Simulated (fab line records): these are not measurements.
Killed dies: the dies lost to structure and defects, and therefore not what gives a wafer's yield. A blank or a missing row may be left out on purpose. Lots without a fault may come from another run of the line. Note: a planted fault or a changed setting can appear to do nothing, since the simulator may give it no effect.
Check of tool commonality    flow gf180mcu    12 lots, 36 wafers sampled

WHAT PROMPTED THE OPENING
Of 12 lots, 2 have the reading STI_CVD_03_THK flagged at GF_STI_THK_MEAS_04. Wafers without a fault read 208.6 nm, standard deviation 1.8.
Rule: a lot is flagged when every wafer of it that has a number lies more than 4 standard deviations from that mean, or none has a number. All remaining lots are regarded as sound.

lot   measured     on             STI_CVD_03_THK (nm), wafer by wafer  flag
L499  day 1 19:39  film_metro-01  209.2 210.7 208.7                    
L498  day 1 19:40  film_metro-02  208.9 208.4 209.1                    
L500  day 2 03:47  film_metro-01  208.4 207.8 209.4                    
L501  day 2 09:34  film_metro-01  210.1 208.4 210.6                    
L502  day 2 11:32  film_metro-03  207.1 208.3 208.0                    
L503  day 2 15:50  film_metro-03  228.9 221.4 218.1                    FLAGGED
L507  day 3 12:23  film_metro-01  235.1 231.0 224.9                    FLAGGED
L515  day 5 02:59  film_metro-01  208.6 208.6 208.5                    
L516  day 5 07:34  film_metro-03  209.3 208.6 209.9                    
L517  day 5 12:47  film_metro-02  211.3 210.7 210.2                    
L518  day 5 17:34  film_metro-01  206.1 205.8 204.9                    
L520  day 6 04:17  film_metro-01  208.9 206.6 207.6                    
The numbers of the flagged lots are 226.6 nm on average: +18.0 nm against the usual, or +10 standard deviations.

TOOL THAT RAN EACH LOT
The record holds 1 process step before the reading, out of a route of 602 steps. Cell contents, in order: the tool; ch with the chambers the sampled wafers went through; the start.
lot   flag     GF_STI_CVD_03
L499           lpcvd-02 ch 1, day 1 17:40
L498           lpcvd-02 ch 0, day 1 17:40
L500           lpcvd-01 ch 1, day 2 01:46
L501           lpcvd-02 ch 1, day 2 06:35
L502           lpcvd-02 ch 1, day 2 09:34
L503  FLAGGED  lpcvd-02 ch 0, day 2 13:50
L507  FLAGGED  lpcvd-02 ch 0, day 3 09:25
L515           lpcvd-01 ch 0, day 5 01:00
L516           lpcvd-01 ch 1, day 5 05:34
L517           lpcvd-01 ch 1, day 5 10:47
L518           lpcvd-01 ch 1, day 5 15:34
L520           lpcvd-01 ch 0, day 6 02:18
What these steps do:
- GF_STI_CVD_03: deposits Si3N4 from DCS/NH3, target thk 207.16 nm, time 3551 s.
- GF_STI_THK_MEAS_04

FLAGGED OVER TOTAL, TOOL BY TOOL (the gauges that took the reading come last)
step                tool           lots run  flagged  share of the flagged lots  sound lots run after its first flagged lot
GF_STI_CVD_03       lpcvd-01       6         0        none                       -
GF_STI_CVD_03       lpcvd-02       6         2        all                        0
GF_STI_THK_MEAS_04  film_metro-01  7         1        some                       3 (L515,L518,L520)
GF_STI_THK_MEAS_04  film_metro-02  2         0        none                       -
GF_STI_THK_MEAS_04  film_metro-03  3         1        some                       1 (L516)

WHAT IS ALLOWED BY THE TABLE
Rows of the table that ran each flagged lot: 1, that is lpcvd-02 at GF_STI_CVD_03.
- lpcvd-02 at GF_STI_CVD_03: 2 of its 6 lots flagged. A fault beginning between L502 (day 2 09:34), its last sound lot, and L503 (day 2 13:50), its first flagged one, fits the data. Its own readings lie more than 4 standard deviations out on every wafer of the flagged lots: spike_tc_centre_C, zone_power_centre_pct, zone_power_upper_pct.
One tool is left: lpcvd-02 at GF_STI_CVD_03.

WHAT THE SIMULATOR HAD PUT IN
lpcvd-02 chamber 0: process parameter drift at GF_STI_CVD_03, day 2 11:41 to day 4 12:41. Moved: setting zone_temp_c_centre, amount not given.
Lots struck among those shown: L503, L507. This agrees with what the rule above found.
